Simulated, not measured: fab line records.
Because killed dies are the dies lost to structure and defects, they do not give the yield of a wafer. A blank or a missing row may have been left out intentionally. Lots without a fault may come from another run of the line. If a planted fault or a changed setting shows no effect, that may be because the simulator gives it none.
Which tool is to blame? | flow gf180mcu | 13 lots with 39 wafers sampled at 3 steps, on a route of 602 steps

== WHAT EACH GAUGE READ, for each wafer ==
GF_M3_THK_MEAS_06: measures by xrf. Usual: M3_ALCU_THK typically reads 445 nm, with standard deviation 5.3.
lot  | measured     | on            | M3_ALCU_THK (nm) | flag
L982 | day 20 08:52 | film_metro-02 | 436 439 452      |
L983 | day 20 22:52 | film_metro-02 | 436 440 436      |
L985 | day 21 21:22 | film_metro-02 | 447 450 452      |
L987 | day 22 14:54 | film_metro-04 | 436 439 441      |
L988 | day 23 04:55 | film_metro-02 | 453 444 449      |
L989 | day 23 05:15 | film_metro-04 | 449 446 444      |
L990 | day 23 20:05 | film_metro-01 | 441 440 443      |
L992 | day 24 08:23 | film_metro-02 | 453 455 455      |
L995 | day 25 06:11 | film_metro-02 | 447 445 445      |
L996 | day 25 14:58 | film_metro-01 | 457 448 450      |
L998 | day 26 07:07 | film_metro-04 | 448 434 443      |
L104 | day 28 00:49 | film_metro-02 | 451 448 452      |
L105 | day 28 09:57 | film_metro-01 | 444 439 438      |

== TOOL THAT RAN EACH LOT (tool first, then ch and the chambers of the sampled wafers, then the start) ==
lot  | GF_V2_ETCH_17                                 | GF_M3_SPUTTER_02
L982 | rie_diel-01 ch 0,2, day 20 08:38 or earlier   | pvd_sputter-01, day 20 08:38
L983 | rie_diel-02 ch 1,2,3, day 20 22:38 or earlier | pvd_sputter-03, day 20 22:38
L985 | rie_diel-01 ch 1,2,3, day 21 21:08 or earlier | pvd_sputter-03, day 21 21:08
L987 | rie_diel-01 ch 0,3, day 22 14:41 or earlier   | pvd_sputter-02, day 22 14:41
L988 | rie_diel-04 ch 1,2,3, day 23 04:41 or earlier | pvd_sputter-03, day 23 04:41
L989 | rie_diel-02 ch 1,2,3, day 23 05:02 or earlier | pvd_sputter-02, day 23 05:02
L990 | rie_diel-04 ch 1,2,3, day 23 19:52 or earlier | pvd_sputter-03, day 23 19:52
L992 | rie_diel-02 ch 0,1,3, day 24 08:11 or earlier | pvd_sputter-01, day 24 08:11
L995 | rie_diel-02 ch 2,3, day 25 05:58 or earlier   | pvd_sputter-02, day 25 05:58
L996 | rie_diel-04 ch 0,1,3, day 25 14:46 or earlier | pvd_sputter-03, day 25 14:46
L998 | rie_diel-04 ch 0,1,2, day 26 06:53 or earlier | pvd_sputter-02, day 26 06:53
L104 | rie_diel-02 ch 0,2, day 28 00:36 or earlier   | pvd_sputter-01, day 28 00:36
L105 | rie_diel-02 ch 0,1,2, day 28 09:44 or earlier | pvd_sputter-03, day 28 09:44
- GF_V2_ETCH_17: etches SiO2 in C4F8/O2/Ar, stops on TiN, target depth 630 nm.
- GF_M3_SPUTTER_02: material AlCu, target thk 450 nm, time 23.9 s.

== WHAT THE TOOLS THEMSELVES READ (means of the sampled wafers that have a number; where no wafer has one, the mark that the record gives instead) ==
GF_V2_ETCH_17. Usual: oes_product_au reads 0.855 a.u. (standard deviation 0.0044).
lot  | tool        | oes_product_au (a.u.) | flag
L982 | rie_diel-01 | 0.853                 |
L983 | rie_diel-02 | 0.855                 |
L985 | rie_diel-01 | 0.856                 |
L987 | rie_diel-01 | 0.856                 |
L988 | rie_diel-04 | 0.855                 |
L989 | rie_diel-02 | 0.853                 |
L990 | rie_diel-04 | 0.855                 |
L992 | rie_diel-02 | 0.853                 |
L995 | rie_diel-02 | 0.855                 |
L996 | rie_diel-04 | 0.856                 |
L998 | rie_diel-04 | 0.856                 |
L104 | rie_diel-02 | 0.852                 |
L105 | rie_diel-02 | 0.852                 |

GF_M3_SPUTTER_02. Usual: throttle_valve_pct reads 30.4 % (standard deviation 1.1).
lot  | tool           | throttle_valve_pct (%) | flag
L982 | pvd_sputter-01 | 30.5                   |
L983 | pvd_sputter-03 | 29.5                   |
L985 | pvd_sputter-03 | 30.5                   |
L987 | pvd_sputter-02 | 31.1                   |
L988 | pvd_sputter-03 | 30.2                   |
L989 | pvd_sputter-02 | 31.7                   |
L990 | pvd_sputter-03 | 28.9                   |
L992 | pvd_sputter-01 | 30.6                   |
L995 | pvd_sputter-02 | 30.5                   |
L996 | pvd_sputter-03 | 29.6                   |
L998 | pvd_sputter-02 | 31.9                   |
L104 | pvd_sputter-01 | 30.4                   |
L105 | pvd_sputter-03 | 29.8                   |

== THE ANSWER, worked out from the rows above alone ==
Rule: a lot counts as off when the mean over its wafers that have a number is more than 3 standard deviations away from the usual mean. A lot without any number at a reading at which 4 lots or more have one is off too. All remaining lots with rows at the step are treated as sound. First the gauges in route order, then the tools' own readings, where a lot's mean is used as printed above. At the first step where some lot is off, the reading lying furthest off is the one used; lots without a number count as furthest.
None of the lots is off at any reading shown; this tells nothing.

== WHAT WAS PUT IN BY THE SIMULATOR ==
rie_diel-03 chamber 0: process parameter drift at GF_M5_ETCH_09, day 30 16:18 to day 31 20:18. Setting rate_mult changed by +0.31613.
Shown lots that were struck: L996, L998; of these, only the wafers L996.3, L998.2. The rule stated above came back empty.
